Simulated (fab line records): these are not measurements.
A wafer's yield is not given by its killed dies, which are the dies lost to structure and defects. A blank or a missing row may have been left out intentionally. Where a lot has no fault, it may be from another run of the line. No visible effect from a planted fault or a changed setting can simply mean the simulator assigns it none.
Matching of chambers || flow gf180mcu || 4 sister chambers for GF_V1_CMP_26 on cmp-01
The step polishes, stops on SiO2, t overpolish 15 s, target thk 0 nm. 8 wafers are shown with their chamber, then 12 later ones without.

== WAFERS WITH THEIR CHAMBER ==
{"wafer": "L084.1", "chamber": 1, "motor_current_A (A)": 15.2, "time_to_endpoint_s (s)": 92}
{"wafer": "L085.5", "chamber": 1, "motor_current_A (A)": 14.0, "time_to_endpoint_s (s)": 91}
{"wafer": "L086.6", "chamber": 0, "motor_current_A (A)": 11.5, "time_to_endpoint_s (s)": 94}
{"wafer": "L091.2", "chamber": 3, "motor_current_A (A)": 12.9, "time_to_endpoint_s (s)": 90}
{"wafer": "L091.4", "chamber": 0, "motor_current_A (A)": 11.6, "time_to_endpoint_s (s)": 91}
{"wafer": "L092.4", "chamber": 2, "motor_current_A (A)": 10.7, "time_to_endpoint_s (s)": 80}
{"wafer": "L092.5", "chamber": 2, "motor_current_A (A)": 10.6, "time_to_endpoint_s (s)": 84}
{"wafer": "L092.6", "chamber": 3, "motor_current_A (A)": 13.6, "time_to_endpoint_s (s)": 88}

== WAFERS WITHOUT THEIR CHAMBER ==
{"wafer": "L093.1", "motor_current_A (A)": 12.7, "time_to_endpoint_s (s)": 88}
{"wafer": "L093.2", "motor_current_A (A)": 11.3, "time_to_endpoint_s (s)": 93}
{"wafer": "L093.3", "motor_current_A (A)": 13.7, "time_to_endpoint_s (s)": 87}
{"wafer": "L095.4", "motor_current_A (A)": 14.7, "time_to_endpoint_s (s)": 84}
{"wafer": "L095.5", "motor_current_A (A)": 14.4, "time_to_endpoint_s (s)": 85}
{"wafer": "L095.6", "motor_current_A (A)": 11.0, "time_to_endpoint_s (s)": 87}
{"wafer": "L096.2", "motor_current_A (A)": 10.7, "time_to_endpoint_s (s)": 83}
{"wafer": "L096.4", "motor_current_A (A)": 13.3, "time_to_endpoint_s (s)": 88}
{"wafer": "L096.6", "motor_current_A (A)": 10.4, "time_to_endpoint_s (s)": 83}
{"wafer": "L097.1", "motor_current_A (A)": 11.9, "time_to_endpoint_s (s)": 91}
{"wafer": "L097.5", "motor_current_A (A)": 13.7, "time_to_endpoint_s (s)": 92}
{"wafer": "L097.6", "motor_current_A (A)": 11.3, "time_to_endpoint_s (s)": 89}

== THE CHAMBER EACH PASSED THROUGH ==
{"wafer": "L093.1", "from the rows above": 3, "in truth": 3}
{"wafer": "L093.2", "from the rows above": 0, "in truth": 0}
{"wafer": "L093.3", "from the rows above": "can't be placed: 3 or 1", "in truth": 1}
{"wafer": "L095.4", "from the rows above": "can't be placed: 1 or 3", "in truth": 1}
{"wafer": "L095.5", "from the rows above": "can't be placed: 3 or 1", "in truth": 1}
{"wafer": "L095.6", "from the rows above": "can't be placed: 2 or 0 or 3", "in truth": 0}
{"wafer": "L096.2", "from the rows above": 2, "in truth": 2}
{"wafer": "L096.4", "from the rows above": 3, "in truth": 3}
{"wafer": "L096.6", "from the rows above": 2, "in truth": 2}
{"wafer": "L097.1", "from the rows above": "can't be placed: 0 or 3", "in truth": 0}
{"wafer": "L097.5", "from the rows above": "can't be placed: 3 or 1", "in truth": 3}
{"wafer": "L097.6", "from the rows above": "can't be placed: 0 or 2", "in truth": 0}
Correctly placed: 5 of 12. Not placeable from these rows: 7 (in 7, the candidates include the true chamber). Placed wrongly: 0.
How it was worked out, from the rows above alone: a wafer's distance from a chamber is the root of the sum, over the readings, of the square of ((its reading less the chamber's mean) divided by the reading's scatter). The wafer belongs to the nearest chamber; if the next one is less than 2 further off, it can't be placed. For every chamber, the mean is computed from those of its wafers that are shown. How the scatter is found: for the shown wafers, subtract from each reading the mean of its chamber, square and add these, divide the total by (wafers less chambers), then take the root.
